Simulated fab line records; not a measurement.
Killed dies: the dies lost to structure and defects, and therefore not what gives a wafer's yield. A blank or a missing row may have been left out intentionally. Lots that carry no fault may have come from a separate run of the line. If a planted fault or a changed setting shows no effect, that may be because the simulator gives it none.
What tool caused it? + flow gf180mcu + 13 lots, 39 wafers sampled, at 4 steps of a route of 602

WHAT THE GAUGES SHOWED, per wafer
GF_M2_THK_MEAS_06: measures by xrf. Usual: for M2_ALCU_THK the level is 445 nm and the standard deviation is 4.3.
| lot  | measured     | on            | M2_ALCU_THK (nm) | flag |
|------|--------------|---------------|------------------|------|
| L191 | day 17 22:17 | film-metro-03 | 450 452 450      |      |
| L194 | day 18 23:43 | film-metro-03 | 447 448 446      |      |
| L195 | day 19 09:58 | film-metro-01 | 442 446 440      |      |
| L196 | day 19 21:43 | film-metro-03 | 441 444 446      |      |
| L198 | day 21 03:43 | film-metro-01 | 443 448 447      |      |
| L205 | day 23 18:59 | film-metro-01 | 451 445 442      |      |
| L206 | day 24 03:13 | film-metro-04 | 445 439 446      |      |
| L207 | day 24 11:36 | film-metro-01 | 442 443 445      |      |
| L209 | day 24 22:30 | film-metro-01 | 446 445 444      |      |
| L210 | day 25 06:26 | film-metro-03 | 446 447 450      |      |
| L212 | day 25 16:53 | film-metro-03 | 447 448 446      |      |
| L214 | day 26 02:40 | film-metro-01 | 446 452 446      |      |
| L213 | day 26 06:19 | film-metro-04 | 448 448 448      |      |

EACH LOT AND THE TOOL THAT RAN IT (in order: tool; ch and the chambers of the sampled wafers; start)
| lot  | GF_V1_CMP_26                  | GF_M2_SPUTTER_02             | GF_M2_SPUTTER_04             |
|------|-------------------------------|------------------------------|------------------------------|
| L191 | cmp-01 ch 0,3, day 17 21:38   | pvd-sputter-02, day 17 22:04 | pvd-sputter-02, day 17 22:07 |
| L194 | cmp-02 ch 0,1,2, day 18 23:09 | pvd-sputter-04, day 18 23:30 | pvd-sputter-04, day 18 23:34 |
| L195 | cmp-02 ch 0,1,2, day 19 09:25 | pvd-sputter-04, day 19 09:44 | pvd-sputter-04, day 19 09:47 |
| L196 | cmp-01 ch 0,1,2, day 19 21:04 | pvd-sputter-02, day 19 21:30 | pvd-sputter-02, day 19 21:33 |
| L198 | cmp-01 ch 2,3, day 21 03:05   | pvd-sputter-02, day 21 03:31 | pvd-sputter-02, day 21 03:34 |
| L205 | cmp-01 ch 0,1,3, day 23 18:26 | pvd-sputter-02, day 23 18:46 | pvd-sputter-02, day 23 18:49 |
| L206 | cmp-02 ch 0,2,3, day 24 02:36 | pvd-sputter-02, day 24 02:59 | pvd-sputter-02, day 24 03:02 |
| L207 | cmp-02 ch 0,1,2, day 24 10:58 | pvd-sputter-02, day 24 11:23 | pvd-sputter-02, day 24 11:26 |
| L209 | cmp-02 ch 0,1,3, day 24 21:51 | pvd-sputter-03, day 24 22:17 | pvd-sputter-03, day 24 22:20 |
| L210 | cmp-01 ch 0,1,3, day 25 05:52 | pvd-sputter-03, day 25 06:12 | pvd-sputter-03, day 25 06:15 |
| L212 | cmp-01 ch 0,1, day 25 16:17   | pvd-sputter-04, day 25 16:40 | pvd-sputter-04, day 25 16:43 |
| L214 | cmp-02 ch 0,1,3, day 26 02:07 | pvd-sputter-02, day 26 02:27 | pvd-sputter-02, day 26 02:30 |
| L213 | cmp-02 ch 2,3, day 26 05:40   | pvd-sputter-02, day 26 06:05 | pvd-sputter-02, day 26 06:08 |
- GF_V1_CMP_26: polishes, stops on SiO2, t overpolish 15 s, target thk 0 nm.
- GF_M2_SPUTTER_02: material AlCu, target thk 450 nm, time 23.9 s.
- GF_M2_SPUTTER_04: material TiN, target thk 50 nm, time 41.7 s.

AS READ BY THE TOOLS THEMSELVES (means over the sampled wafers that have a number; for cases with no such wafer, the mark the record gives instead)
GF_V1_CMP_26. Usual: motor-current-A 11.7 A, standard deviation 1.3; overpolish-run-s 15.000 s, standard deviation 0.0091; time-to-endpoint-s 84.3 s, standard deviation 2.7.
| lot  | tool   | motor-current-A (A) | overpolish-run-s (s) | time-to-endpoint-s (s) | flag |
|------|--------|---------------------|----------------------|------------------------|------|
| L191 | cmp-01 | 11.6                | 14.994               | 86.6                   |      |
| L194 | cmp-02 | 12.1                | 15.001               | 72.5                   | OFF  |
| L195 | cmp-02 | 12.1                | 15.001               | 71.2                   | OFF  |
| L196 | cmp-01 | 12.7                | 15.006               | 86.3                   |      |
| L198 | cmp-01 | 11.7                | 14.997               | 86.2                   |      |
| L205 | cmp-01 | 11.7                | 15.006               | 83.2                   |      |
| L206 | cmp-02 | 10.8                | 15.004               | 86.9                   |      |
| L207 | cmp-02 | 12.1                | 14.992               | 89.2                   |      |
| L209 | cmp-02 | 10.6                | 15.003               | 86.8                   |      |
| L210 | cmp-01 | 11.7                | 14.999               | 83.5                   |      |
| L212 | cmp-01 | 11.9                | 15.000               | 82.0                   |      |
| L214 | cmp-02 | 10.8                | 15.004               | 84.0                   |      |
| L213 | cmp-02 | 10.0                | 14.992               | 82.3                   |      |

GF_M2_SPUTTER_02. Usual: 29.8 % for throttle-valve-pct, sd 1.2.
| lot  | tool           | throttle-valve-pct (%) | flag |
|------|----------------|------------------------|------|
| L191 | pvd-sputter-02 | 28.6                   |      |
| L194 | pvd-sputter-04 | 29.8                   |      |
| L195 | pvd-sputter-04 | 30.4                   |      |
| L196 | pvd-sputter-02 | 29.4                   |      |
| L198 | pvd-sputter-02 | 30.9                   |      |
| L205 | pvd-sputter-02 | 29.8                   |      |
| L206 | pvd-sputter-02 | 29.9                   |      |
| L207 | pvd-sputter-02 | 29.3                   |      |
| L209 | pvd-sputter-03 | 29.3                   |      |
| L210 | pvd-sputter-03 | 29.4                   |      |
| L212 | pvd-sputter-04 | 29.8                   |      |
| L214 | pvd-sputter-02 | 30.3                   |      |
| L213 | pvd-sputter-02 | 29.5                   |      |

GF_M2_SPUTTER_04. Usual: 29.9 % for throttle-valve-pct, sd 1.2.
| lot  | tool           | throttle-valve-pct (%) | flag |
|------|----------------|------------------------|------|
| L191 | pvd-sputter-02 | 28.8                   |      |
| L194 | pvd-sputter-04 | 29.8                   |      |
| L195 | pvd-sputter-04 | 30.3                   |      |
| L196 | pvd-sputter-02 | 29.3                   |      |
| L198 | pvd-sputter-02 | 31.1                   |      |
| L205 | pvd-sputter-02 | 29.9                   |      |
| L206 | pvd-sputter-02 | 29.9                   |      |
| L207 | pvd-sputter-02 | 29.0                   |      |
| L209 | pvd-sputter-03 | 29.3                   |      |
| L210 | pvd-sputter-03 | 29.5                   |      |
| L212 | pvd-sputter-04 | 29.8                   |      |
| L214 | pvd-sputter-02 | 30.1                   |      |
| L213 | pvd-sputter-02 | 29.3                   |      |

THE ANSWER, worked out from the rows above alone
Rule: take the mean of a lot's wafers that have a number; if it is more than 3 standard deviations from the usual mean, the lot is off. Also off: a lot with no number at a reading for which 4 or more lots have one. Where the step has rows for the other lots, those lots are counted as sound. First the gauges in route order, then the tools' own readings, where a lot's mean is used as printed above. The first step at which some lot is off is used, and at that step the reading that is off furthest; a lot without a number counts as furthest.
Off: L194, L195 (GF_V1_CMP_26, time-to-endpoint-s).
A tool fits if, at that step or a process step before it, it ran every lot that is off, and no sound lot after the first of them. None of those tried fits.

WHAT HAD BEEN PUT IN BY THE SIMULATOR
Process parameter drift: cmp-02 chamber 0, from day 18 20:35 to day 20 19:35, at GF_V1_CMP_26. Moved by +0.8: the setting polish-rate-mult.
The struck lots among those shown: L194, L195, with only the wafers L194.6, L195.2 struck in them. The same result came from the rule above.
